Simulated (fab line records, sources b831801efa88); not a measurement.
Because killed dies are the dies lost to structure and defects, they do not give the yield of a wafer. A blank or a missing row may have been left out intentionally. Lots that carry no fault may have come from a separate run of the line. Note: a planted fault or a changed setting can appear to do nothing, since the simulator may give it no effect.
A struck lot beside a sound one | flow gf180mcu | 43 out of 602 route steps
Sound: these wafers, L876.2, L876.4, L876.5. Wafers struck: L864.1, L864.2, L864.3. Last of all comes the cause.
Per side, at each step with rows, come the tool, then ch with its chambers, and then its first start. Under that, the readings that differ: sound wafers | struck wafers | difference of the means | sigmas: that difference in standard deviations of wafers without a fault.
alike: readings with means less than 2 such deviations apart, plus words and numbers identical on both sides. not compared: withheld readings, readings lacking a value on some wafer, bounds such as >300 that could conceal the same value, and numbers that have no deviation in the record and whose values overlap.
Wherever a step has rows on one side only, a row that says differs or no value, or a row with sigmas, the two part there. When numbers do not overlap yet have no deviation, they are printed without sigmas and do not part them. A reading that every wafer of one side lacks parts them only if that side has two wafers or more.

first, 1 step without rows for these wafers: GF_LVPWELL_IMPLANT_09.
GF_LVPWELL_STRIP_10: strips in O2/N2.
  sound on plasma-asher-02 ch 0,1, day 7 04:59; struck on plasma-asher-02 ch 0,1, day 4 09:56
  alike: chamber-pressure-mTorr, drypump-motor-current-A, heater-power-w, oes-product-au, strip-time-to-endpoint-s
  not compared: rf-hours-counter-h
GF_LVPWELL_TW_MEAS_11:
  sound: film-metro-04 at day 7 05:06; struck: film-metro-01 at day 4 10:02
  alike: LVPWELL_TW
then, 7 steps without rows for these wafers: GF_MVSD_DEHYDRATE_00 (time 60 s); GF_MVSD_HMDS_01 (prime time 60 s); GF_MVSD_COAT_02 (resist thk 3000 nm); GF_MVSD_SOFTBAKE_03; GF_MVSD_EXPOSE_04 (exposes mask MVSD, target cd 1000 nm); GF_MVSD_PEB_05; GF_MVSD_DEVELOP_06 (develop time 60 s).
GF_MVSD_OVL_MEAS_07:
  sound: overlay-02 at day 7 21:13; struck: overlay-01 at day 4 23:27
  alike: MVSD_OVL
next, for these wafers, 1 step has no rows: GF_MVSD_IMPLANT_08.
GF_MVSD_IMPLANT_09:
  sound on implanter-02 ch 0, day 7 21:25; struck on implanter-03, day 4 23:38
  no value came back on the struck wafers for beam-energy-keV, beam-on-s (s), implant-ion-amu; on the sound wafers beam-energy-keV reads 100.00 100.02 99.969
GF_MVSD_STRIP_10: strips in O2/N2.
  sound on plasma-asher-02 ch 0, day 7 21:32; struck on plasma-asher-04 ch 0,1, day 4 23:47
  alike: chamber-pressure-mTorr, drypump-motor-current-A, heater-power-w, oes-product-au, strip-time-to-endpoint-s
  not compared: rf-hours-counter-h
GF_MVSD_TW_MEAS_11:
  sound: film-metro-03 at day 7 21:39; struck: film-metro-01 at day 4 23:53
  reading | sound          | struck         | difference | sigmas
  MVSD_TW | 1585 1575 1575 | 1502 1502 1507 | -75        | -5
then, 7 steps without rows for these wafers: GF_MVPSD_DEHYDRATE_00 (time 60 s); GF_MVPSD_HMDS_01 (prime time 60 s); GF_MVPSD_COAT_02 (resist thk 3000 nm); GF_MVPSD_SOFTBAKE_03; GF_MVPSD_EXPOSE_04 (exposes mask MVPSD, target cd 1000 nm); GF_MVPSD_PEB_05; GF_MVPSD_DEVELOP_06 (develop time 60 s).
GF_MVPSD_OVL_MEAS_07:
  sound: overlay-02 at day 8 13:35; struck: overlay-02 at day 5 13:58
  alike: MVPSD_OVL
then, 2 steps without rows for these wafers: GF_MVPSD_IMPLANT_08; GF_MVPSD_IMPLANT_09.
GF_MVPSD_STRIP_10: strips in O2/N2.
  sound on plasma-asher-01 ch 0,1, day 8 13:55; struck on plasma-asher-03 ch 0,1, day 5 14:18
  alike: chamber-pressure-mTorr, drypump-motor-current-A, heater-power-w, oes-product-au, strip-time-to-endpoint-s
  not compared: rf-hours-counter-h
GF_MVPSD_TW_MEAS_11:
  sound: film-metro-03 at day 8 14:01; struck: film-metro-04 at day 5 14:24
  alike: MVPSD_TW
then, 7 steps without rows for these wafers: GF_VT_IMPLANT_DEHYDRATE_00 (time 60 s); GF_VT_IMPLANT_HMDS_01 (prime time 60 s); GF_VT_IMPLANT_COAT_02 (resist thk 1000 nm); GF_VT_IMPLANT_SOFTBAKE_03 (time 60 s); GF_VT_IMPLANT_EXPOSE_04 (exposes mask LVPWELL LV AREA, target cd 600 nm); GF_VT_IMPLANT_PEB_05; GF_VT_IMPLANT_DEVELOP_06 (develop time 60 s).
GF_VT_IMPLANT_OVL_MEAS_07:
  sound: overlay-01 at day 9 05:40; struck: overlay-02 at day 6 04:25
  alike: VT_IMPLANT_OVL
next, for these wafers, 1 step has no rows: GF_VT_IMPLANT_IMPLANT_08.
GF_VT_IMPLANT_STRIP_09: strips in O2/N2.
  sound on plasma-asher-03 ch 0,1, day 9 05:51; struck on plasma-asher-03 ch 0,1, day 6 04:36
  reading                      | sound             | struck            | difference | sigmas
  strip-time-to-endpoint-s (s) | 12.60 12.57 12.59 | 12.65 12.66 12.67 | +0.07      | +2
  alike: chamber-pressure-mTorr, drypump-motor-current-A, heater-power-w, oes-product-au
  not compared: rf-hours-counter-h
GF_VT_IMPLANT_TW_MEAS_10:
  sound: film-metro-02 at day 9 05:58; struck: film-metro-04 at day 6 04:42
  alike: VT_IMPLANT_TW
then, 4 steps without rows for these wafers: GF_VT_IMPLANT_DEHYDRATE_11 (time 60 s); GF_VT_IMPLANT_HMDS_12 (prime time 60 s); GF_VT_IMPLANT_COAT_13 (resist thk 1000 nm); GF_VT_IMPLANT_SOFTBAKE_14 (time 60 s).
GF_VT_IMPLANT_RS_MEAS_46: measures by four-point-probe.
  sound: film-metro-04 at day 11 11:30; struck: film-metro-04 at day 8 04:13
  reading          | sound             | struck | difference                    | sigmas
  MVSD_RS (ohm/sq) | 456.8 456.7 454.9 | - - -  | no value on the struck wafers |

## WHERE THEY PART
First at GF_MVSD_IMPLANT_09; last, within this record, at GF_VT_IMPLANT_RS_MEAS_46.

WHY: what had been put in by the simulator
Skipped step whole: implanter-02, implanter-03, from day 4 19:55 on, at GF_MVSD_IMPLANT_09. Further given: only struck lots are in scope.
